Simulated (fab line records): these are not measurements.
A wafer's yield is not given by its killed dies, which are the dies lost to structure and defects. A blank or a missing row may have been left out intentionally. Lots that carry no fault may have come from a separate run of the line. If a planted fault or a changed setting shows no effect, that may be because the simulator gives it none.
Which tool was responsible?	flow gf180mcu	39 wafers from 13 lots sampled at 4 of the route's 602 steps

## WHAT THE GAUGES READ, wafer by wafer
GF_M5_OVL_MEAS_08. Usual: M5_OVL 0 nm, standard deviation 4.7.
lot	measured	on	M5_OVL (nm)	flag
L412	day 26 04:31	overlay-01	-1 -11 -1	
L414	day 26 18:59	overlay-01	4 1 3	
L415	day 26 23:09	overlay-01	3 10 4	
L416	day 27 15:07	overlay-02	-5 1 -5	
L417	day 28 00:01	overlay-02	-2 2 -2	
L419	day 28 14:36	overlay-01	6 7 -1	
L422	day 29 12:13	overlay-02	5 -1 3	
L424	day 30 04:58	overlay-01	-3 -5 -4	
L430	day 31 20:37	overlay-02	3 3 4	
L432	day 32 02:13	overlay-02	5 5 4	
L433	day 32 09:13	overlay-02	-1 -9 -3	
L434	day 32 12:19	overlay-01	1 3 6	
L435	day 32 18:52	overlay-01	2 5 7	

## TOOL THAT RAN EACH LOT (tool first, then ch and the chambers of the sampled wafers, then the start)
lot	GF_MIM_SPUTTER_03	GF_MIM_SPUTTER_04	GF_MIM_METAL_ETCH_19
L412	pvd_sputter-04, day 24 10:34	pvd_sputter-04, day 24 10:35	rie_metal-01 ch 0,1, day 25 08:10
L414	pvd_sputter-04, day 25 00:30	pvd_sputter-04, day 25 00:31	rie_metal-01 ch 0, day 25 21:53
L415	pvd_sputter-02, day 25 05:19	pvd_sputter-02, day 25 05:20	rie_metal-04 ch 0,1, day 26 02:44
L416	pvd_sputter-02, day 25 21:30	pvd_sputter-02, day 25 21:31	rie_metal-01 ch 0,1, day 26 18:26
L417	pvd_sputter-02, day 26 06:39	pvd_sputter-02, day 26 06:40	rie_metal-03 ch 0,1, day 27 03:36
L419	pvd_sputter-02, day 26 22:30	pvd_sputter-02, day 26 22:31	rie_metal-01 ch 0,1, day 27 18:59
L422	pvd_sputter-04, day 27 21:14	pvd_sputter-04, day 27 21:15	rie_metal-01 ch 0, day 28 16:47
L424	pvd_sputter-03, day 28 14:46	pvd_sputter-03, day 28 14:47	rie_metal-01 ch 0,1, day 29 09:49
L430	pvd_sputter-04, day 30 08:07	pvd_sputter-04, day 30 08:08	rie_metal-04 ch 0,1, day 31 02:08
L432	pvd_sputter-02, day 30 14:32	pvd_sputter-02, day 30 14:34	rie_metal-04 ch 0,1, day 31 08:07
L433	pvd_sputter-03, day 30 23:07	pvd_sputter-03, day 30 23:08	rie_metal-01 ch 0,1, day 31 16:23
L434	pvd_sputter-04, day 31 01:37	pvd_sputter-04, day 31 01:38	rie_metal-01 ch 0,1, day 31 19:13
L435	pvd_sputter-03, day 31 08:12	pvd_sputter-03, day 31 08:13	rie_metal-03 ch 0,1, day 32 01:34
- GF_MIM_SPUTTER_03: material Ti, target thk 10 nm, time 6.7 s.
- GF_MIM_SPUTTER_04: material TiN, target thk 50 nm, time 41.7 s.
- GF_MIM_METAL_ETCH_19: etches the open film in Cl2/BCl3, stops on Si3N4, target depth 324.5 nm, time 54.1 s.

## WHAT THE TOOLS THEMSELVES READ (means of the sampled wafers that have a number; where no wafer has one, the mark that the record gives instead)
GF_MIM_SPUTTER_03. Usual: throttle_valve_pct at 30.0 %, with a standard deviation of 0.87.
lot	tool	throttle_valve_pct (%)	flag
L412	pvd_sputter-04	28.8	
L414	pvd_sputter-04	29.9	
L415	pvd_sputter-02	30.4	
L416	pvd_sputter-02	30.1	
L417	pvd_sputter-02	30.0	
L419	pvd_sputter-02	30.2	
L422	pvd_sputter-04	30.0	
L424	pvd_sputter-03	30.5	
L430	pvd_sputter-04	29.8	
L432	pvd_sputter-02	30.0	
L433	pvd_sputter-03	29.9	
L434	pvd_sputter-04	28.7	
L435	pvd_sputter-03	30.3	

GF_MIM_SPUTTER_04. Usual: throttle_valve_pct at 30.0 %, with a standard deviation of 0.89.
lot	tool	throttle_valve_pct (%)	flag
L412	pvd_sputter-04	28.8	
L414	pvd_sputter-04	30.0	
L415	pvd_sputter-02	30.5	
L416	pvd_sputter-02	30.2	
L417	pvd_sputter-02	29.9	
L419	pvd_sputter-02	30.3	
L422	pvd_sputter-04	29.8	
L424	pvd_sputter-03	30.5	
L430	pvd_sputter-04	29.7	
L432	pvd_sputter-02	30.0	
L433	pvd_sputter-03	29.7	
L434	pvd_sputter-04	28.6	
L435	pvd_sputter-03	30.3	

GF_MIM_METAL_ETCH_19. Usual: bcl3_flow_sccm 40.00 sccm, standard deviation 0.12; bias_w 140.0 W, standard deviation 0.46; drypump_motor_current_A 5.9 A, standard deviation 0.36; he_backside_leak_sccm 3.40 sccm, standard deviation 0.26; oes_product_au 0.944 a.u., standard deviation 0.0065; throttle_valve_pct 28.282 %, standard deviation 0.01.
lot	tool	bcl3_flow_sccm (sccm)	bias_w (W)	drypump_motor_current_A (A)	he_backside_leak_sccm (sccm)	oes_product_au (a.u.)	throttle_valve_pct (%)	flag
L412	rie_metal-01	40.07	139.7	5.8	3.36	0.951	28.287	
L414	rie_metal-01	39.91	140.1	5.5	3.43	0.952	28.270	
L415	rie_metal-04	40.08	140.2	6.2	3.28	0.939	28.276	
L416	rie_metal-01	40.08	140.4	5.8	3.22	0.942	28.283	
L417	rie_metal-03	39.92	140.2	6.1	3.55	0.942	28.286	
L419	rie_metal-01	40.12	140.4	5.6	3.33	0.952	28.283	
L422	rie_metal-01	40.01	155.7	5.5	3.49	0.957	28.274	OFF
L424	rie_metal-01	40.04	155.6	5.8	3.23	0.944	28.277	OFF
L430	rie_metal-04	40.09	140.2	5.9	3.34	0.941	28.283	
L432	rie_metal-04	40.00	139.7	6.2	3.23	0.949	28.288	
L433	rie_metal-01	40.04	140.1	5.6	3.32	0.938	28.296	
L434	rie_metal-01	39.99	140.2	5.6	3.42	0.938	28.284	
L435	rie_metal-03	40.00	139.8	6.1	3.49	0.941	28.282	

## THE ANSWER, worked out from the rows above alone
Rule: lot off if the mean of its wafers having a number is beyond 3 standard deviations from the usual mean. Also off: a lot with no number at a reading for which 4 or more lots have one. The other lots that the step has rows for count as sound. After the gauges, taken in route order, come the tools' own readings; for these a lot's mean is taken, as printed above. At the first step where some lot is off, the reading lying furthest off is the one used; lots without a number count as furthest.
Off, at GF_MIM_METAL_ETCH_19 on bias_w: L422, L424.
A tool fits if, at that step or a process step before it, it ran every lot that is off, and no sound lot after the first of them. None of those tried fits.

## WHAT THE SIMULATOR HAD INSERTED
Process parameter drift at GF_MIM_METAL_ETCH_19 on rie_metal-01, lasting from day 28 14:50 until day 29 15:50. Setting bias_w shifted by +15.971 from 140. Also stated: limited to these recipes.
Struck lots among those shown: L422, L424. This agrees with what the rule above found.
